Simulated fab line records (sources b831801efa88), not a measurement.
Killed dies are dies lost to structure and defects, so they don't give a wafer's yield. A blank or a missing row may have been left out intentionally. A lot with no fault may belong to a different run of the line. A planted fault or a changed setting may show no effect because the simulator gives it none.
8D (eight disciplines) problem report, filled in by code | flow sfq-line | the parts of the form that need people (team, actions taken, sign-off) are left out

== 1. THE PROBLEM ==
Wafers without a fault read 14.400, standard deviation 0.015; exposure-dose-mJ-cm2 at SFQ_TRILAYER_R5_LITHO_EXPOSE_137 reads a mean of 15.016 on 9 wafers belonging to 3 lots. Relative to the usual mean, that is a shift of +41 standard deviations.
The step: exposes mask R5, target cd 500 nm.
First seen on wafer L659.1, day 65 01:25, on krf-scanner-02. The record has a number at this step for 21 wafers belonging to 7 lots. Rule for "out" (also "out of limits"): further than 4 standard deviations from the usual mean. Any other wafer with a number is counted as sound.

== 2. WHAT IT IS; WHAT IT IS NOT ==
question                    | is                     | is not
which readings at this step | exposure-dose-mJ-cm2   | -
which lots                  | L659, L660, L661       | L646, L648, L654, L657
which wafers of those lots  | all that have a number | -
read on which tools         | krf-scanner-02         | -
when                        | from day 65 01:25      | up to then (12 sound wafers)

== 3. SUSPECTS, AND WHAT RULES EACH OUT ==
Counting: a tool at a process step up to the reading stays a suspect if it ran every lot that is out and no sound lot after the first of them.
- cmp-02 at SFQ_TRILAYER_A5B_CMP_CMP_130 (polishes, stops on Nb, target thk 340.7 nm): kept. It processed each lot that is out, first L659 at day 59 14:07, and no sound lot thereafter; up to then, the last sound lot it processed was L657 at day 58 03:26.
- krf-scanner-02 at SFQ_TRILAYER_R5_LITHO_EXPOSE_137 (exposes mask R5, target cd 500 nm): kept. It processed each lot that is out, first L659 at day 65 01:25, and no sound lot thereafter; up to then, the last sound lot it processed was L657 at day 63 18:13. Its own exposure-dose-mJ-cm2 readings are out on those wafers.
Left after counting: cmp-02 at SFQ_TRILAYER_A5B_CMP_CMP_130, krf-scanner-02 at SFQ_TRILAYER_R5_LITHO_EXPOSE_137.

== 4. THE CAUSE (what the simulator had put in) ==
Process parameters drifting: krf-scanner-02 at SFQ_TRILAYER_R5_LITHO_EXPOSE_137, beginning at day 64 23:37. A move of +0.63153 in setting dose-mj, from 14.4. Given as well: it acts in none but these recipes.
Counting left 2 suspects, and this tool is among them.

== 5. SEQUENCE OF EFFECTS, ordered by route ==
Each row: a reading whose mean over the struck wafers that have a number lies more than 3 standard deviations from the usual. Only readings whose record carries a usual standard deviation are examined. hours: median over the lots of the time between each lot's start at the first step of this table that gives one and its start at this step. sigmas: the change, counted in usual standard deviations.
hours | step                             | reading              | usual  | on struck wafers | change | sigmas
0     | SFQ_TRILAYER_R5_LITHO_EXPOSE_137 | exposure-dose-mJ-cm2 | 14.400 | 15.016           | +0.616 | +41
It contains these process steps:
- SFQ_TRILAYER_R5_LITHO_EXPOSE_137: exposes mask R5, target cd 500 nm.
At these later measuring or inspecting steps, every struck wafer for which the step has a row has a number for every such reading, and none has moved that far: SFQ_R5_OVL_MEAS_935.

== 6. WHAT WOULD HAVE CAUGHT IT SOONER ==
The fault began at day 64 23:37; the first out-of-limits reading in this record came at day 65 01:25, 2 hours later.
